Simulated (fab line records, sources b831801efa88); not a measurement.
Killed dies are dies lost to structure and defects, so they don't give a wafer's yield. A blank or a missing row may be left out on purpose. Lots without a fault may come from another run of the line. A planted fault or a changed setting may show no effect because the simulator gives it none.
Which tool did it? | flow sky130 | 12 lots, 36 wafers sampled, at 3 steps of a route of 708

WHAT THE GAUGES READ, wafer by wafer
SKY_LOCAL_INTERCONNECT_OVL_MEAS_12. Usual: LOCAL_INTERCONNECT_OVL 1 nm, standard deviation 4.3.
lot  | measured     | on         | LOCAL_INTERCONNECT_OVL (nm) | flag
L183 | day 30 08:16 | overlay-02 | 0 -5 0                      |
L184 | day 30 10:56 | overlay-02 | 7 3 3                       |
L185 | day 30 19:52 | overlay-01 | -1 -3 2                     |
L187 | day 31 19:05 | overlay-02 | -4 1 -3                     |
L191 | day 33 04:10 | overlay-02 | -5 0 1                      |
L192 | day 33 13:07 | overlay-01 | 1 -1 0                      |
L193 | day 34 03:47 | overlay-02 | -2 -3 1                     |
L201 | day 36 20:13 | overlay-01 | 4 -1 -7                     |
L202 | day 37 02:22 | overlay-01 | 6 12 1                      |
L203 | day 37 03:19 | overlay-01 | 4 1 -3                      |
L204 | day 37 13:25 | overlay-01 | 3 4 4                       |
L205 | day 37 19:47 | overlay-01 | -6 -6 3                     |

WHICH TOOL RAN EACH LOT (tool, then ch and the chambers of the sampled wafers, then the start)
lot  | SKY_LI_CONTACT_CVD_21         | SKY_LI_CONTACT_CMP_24
L183 | cvd_w-02 ch 0,1, day 29 03:49 | cmp-02 ch 0,1, day 29 04:04
L184 | cvd_w-01 ch 0,1, day 29 06:16 | cmp-01 ch 1,2,3, day 29 06:37
L185 | cvd_w-01 ch 0,1, day 29 15:18 | cmp-02 ch 0,2,3, day 29 15:36
L187 | cvd_w-01 ch 0,1, day 30 14:00 | cmp-01 ch 1,2, day 30 14:21
L191 | cvd_w-02 ch 0, day 32 00:38   | cmp-02 ch 1,2,3, day 32 01:02
L192 | cvd_w-01 ch 0,1, day 32 10:03 | cmp-02 ch 0,1,2, day 32 10:21
L193 | cvd_w-02 ch 0, day 33 00:04   | cmp-01 ch 0,2,3, day 33 00:30
L201 | cvd_w-01 ch 0, day 35 17:24   | cmp-02 ch 1,2, day 35 17:44
L202 | cvd_w-01 ch 0,1, day 35 23:40 | cmp-01 ch 1,3, day 35 23:59
L203 | cvd_w-02 ch 0,1, day 36 00:24 | cmp-02 ch 2,3, day 36 00:43
L204 | cvd_w-02 ch 0,1, day 36 10:54 | cmp-01 ch 0,2,3, day 36 11:19
L205 | cvd_w-01 ch 0,1, day 36 16:55 | cmp-02 ch 0,1,3, day 36 17:17
- SKY_LI_CONTACT_CVD_21: deposits W, target thk 400 nm, time 120.56 s.
- SKY_LI_CONTACT_CMP_24: polishes, stops on PSG, t overpolish 20 s, target thk 0 nm.

WHAT THE TOOLS THEMSELVES READ (means of the sampled wafers that have a number; where no wafer has one, the mark that the record gives instead)
SKY_LI_CONTACT_CVD_21. Usual: heater_power_w 898 W, standard deviation 81.
lot  | tool     | heater_power_w (W) | flag
L183 | cvd_w-02 | 912                |
L184 | cvd_w-01 | 851                |
L185 | cvd_w-01 | 808                |
L187 | cvd_w-01 | 855                |
L191 | cvd_w-02 | 1014               |
L192 | cvd_w-01 | 824                |
L193 | cvd_w-02 | 1028               |
L201 | cvd_w-01 | 816                |
L202 | cvd_w-01 | 866                |
L203 | cvd_w-02 | 939                |
L204 | cvd_w-02 | 948                |
L205 | cvd_w-01 | 836                |

SKY_LI_CONTACT_CMP_24. Usual: motor_current_A 11.8 A, standard deviation 1; overpolish_run_s 20.001 s, standard deviation 0.0092; time_to_endpoint_s 96 s, standard deviation 5.
lot  | tool   | motor_current_A (A) | overpolish_run_s (s) | time_to_endpoint_s (s) | flag
L183 | cmp-02 | 12.5                | 19.999               | 98                     |
L184 | cmp-01 | 11.8                | 20.002               | 100                    |
L185 | cmp-02 | 11.6                | 20.010               | 92                     |
L187 | cmp-01 | 12.2                | 19.994               | 96                     |
L191 | cmp-02 | 10.7                | 19.995               | 95                     |
L192 | cmp-02 | 11.5                | 20.000               | 93                     |
L193 | cmp-01 | 11.7                | 20.004               | 98                     |
L201 | cmp-02 | 11.0                | 20.008               | 97                     |
L202 | cmp-01 | 11.8                | 19.996               | 98                     |
L203 | cmp-02 | 11.0                | 20.000               | 92                     |
L204 | cmp-01 | 11.9                | 19.995               | 96                     |
L205 | cmp-02 | 12.0                | 19.996               | 94                     |

THE ANSWER, worked out from the rows above alone
Rule: a lot is off if the mean of its wafers that have a number lies more than 3 standard deviations from the usual mean. A lot without any number at a reading at which 4 lots or more have one is off too. The other lots that the step has rows for count as sound. The gauges are gone through in route order, then the tools' own readings, and for those a lot's mean is taken as printed above. The first step at which some lot is off is used, and at that step the reading that is off furthest; a lot without a number counts as furthest.
No lot is off at any reading shown: from this, nothing can be told.

WHAT THE SIMULATOR HAD PUT IN
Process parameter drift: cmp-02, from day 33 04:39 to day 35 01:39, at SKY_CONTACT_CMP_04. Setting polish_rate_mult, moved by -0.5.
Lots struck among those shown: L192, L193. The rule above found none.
